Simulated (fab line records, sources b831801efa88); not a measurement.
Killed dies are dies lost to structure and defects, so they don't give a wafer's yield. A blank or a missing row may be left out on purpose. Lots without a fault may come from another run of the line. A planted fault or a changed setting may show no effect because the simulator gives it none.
A struck lot beside a sound one | flow sky130 | 17 steps out of a route of 708
Sound: wafers L847.1, L847.3, L847.5. Struck: wafers L845.1, L845.3, L845.4. The cause comes at the end.
At each step with rows: each side's tool, then ch and its chambers, then its first start. Under that, the readings that differ: sound wafers | struck wafers | difference of the means | sigmas: that difference in standard deviations of wafers without a fault.
alike: readings whose means differ by less than 2 such deviations, and words and numbers that are the same on both sides. not compared: withheld readings, readings that some wafer has no value for, bounds like >300 that may hide the same value, and numbers for which the record gives no deviation and whose values overlap.
The two part at a step that has a row with sigmas, a row that says differs or no value, or rows on one side only. Numbers that don't overlap but have no deviation are shown without sigmas and don't part them. A reading that every wafer of one side lacks parts them only if that side has two wafers or more.

first, 1 step without rows for these wafers: SKY_LDD_N_IMPLANT_15.
SKY_LDD_N_STRIP_16: strips in O2/N2.
  sound on plasma_asher-03 ch 0,1, day 20 04:33; struck on plasma_asher-03 ch 0,1, day 19 03:19
  alike: drypump_motor_current_A, oes_product_au, strip_time_to_endpoint_s
  not compared: rf_hours_counter_h
SKY_LDD_N_TW_MEAS_17:
  sound on film_metro-01, day 20 04:39; struck on film_metro-02, day 19 03:25
  alike: LDD_N_TW
then, 7 steps without rows for these wafers: SKY_LDD_P_DEHYDRATE_00 (time 60 s); SKY_LDD_P_HMDS_01 (prime time 60 s); SKY_LDD_P_COAT_02 (resist thk 1140 nm); SKY_LDD_P_SOFTBAKE_03 (time 60 s); SKY_LDD_P_EXPOSE_04 (exposes mask PSDM, target cd 380 nm); SKY_LDD_P_PEB_05; SKY_LDD_P_DEVELOP_06 (develop time 60 s).
SKY_LDD_P_CD_MEAS_07: target cd 380 nm.
  sound on cd_sem-01, day 21 11:49; struck on cd_sem-02, day 20 09:49
  alike: cd_nm
SKY_LDD_P_OVL_MEAS_08:
  sound on overlay-02, day 21 11:56; struck on overlay-01, day 20 09:56
  alike: LDD_P_OVL
SKY_LDD_P_IMPLANT_09:
  sound on implanter-01 ch 0, day 21 11:58; struck on implanter-03 ch 0, day 20 09:58
SKY_LDD_P_STRIP_10: strips in O2/N2.
  sound on plasma_asher-01 ch 0,1, day 21 12:07; struck on plasma_asher-03 ch 0,1, day 20 10:07
  alike: drypump_motor_current_A, oes_product_au, strip_time_to_endpoint_s
  not compared: rf_hours_counter_h
SKY_LDD_P_TW_MEAS_11:
  sound on film_metro-04, day 21 12:13; struck on film_metro-03, day 20 10:13
  reading  | sound             | struck            | difference | sigmas
  LDD_P_TW | 639.5 637.5 636.0 | 581.9 579.4 579.0 | -57.6      | -19
then, 1 step without rows for these wafers: SKY_LDD_HVN_DEHYDRATE_00 (time 60 s).
-- the record jumps here: 27 days lie between the struck wafers' starts before and after (it left off in module LDD_HVN and takes up again in module PAD_OPEN, whose first step shown is number 708 of the route) --
SKY_PAD_OPEN_PROBE_99:
  sound on prober-01, day 47 16:38; struck on prober-01, day 47 02:16
  reading                                           | sound                | struck                        | difference | sigmas
  model.etest.tip_p.rs_ohm_sq_range                 | 164.4 108.4 123.5    | 4115 4082 4193                | +3998      |
  model.etest.tip_p.rs_ohm_sq                       | 6852 6825 6796       | 1.067e+04 1.061e+04 1.066e+04 | +3.822e+03 |
  model.etest.tip_p.rs_ohm_sq_rim_less_centre       | 101.7 -61.93 -63.65  | -1797 -1786 -1882             | -1814      |
  model.etest.pfet_01v8.drive_ua_um_range           | 4.571 6.703 5.601    | 14.12 18.86 12.84             | +9.65      |
  model.etest.pfet_01v8.drive_ua_um_rim_less_centre | -2.777 -2.408 -2.825 | 1.005 0.8281 -2.216           | +2.542     |
  alike: killed_at_M0_to_M3, killed_at_M4_up, killed_at_contacts, killed_at_front_end, killed_at_other, killed_dies, killed_open, killed_short
  not compared: model.etest.pfet_01v8.r_on_ohm_um, model.etest.pfet_01v8.drive_ua_um, model.etest.pfet_01v8_hvt.drive_ua_um

WHERE THEY PART
Only at SKY_LDD_P_TW_MEAS_11, within this record. Later steps at which nothing parts them and some readings are alike: SKY_PAD_OPEN_PROBE_99.

WHY: what the simulator had put in
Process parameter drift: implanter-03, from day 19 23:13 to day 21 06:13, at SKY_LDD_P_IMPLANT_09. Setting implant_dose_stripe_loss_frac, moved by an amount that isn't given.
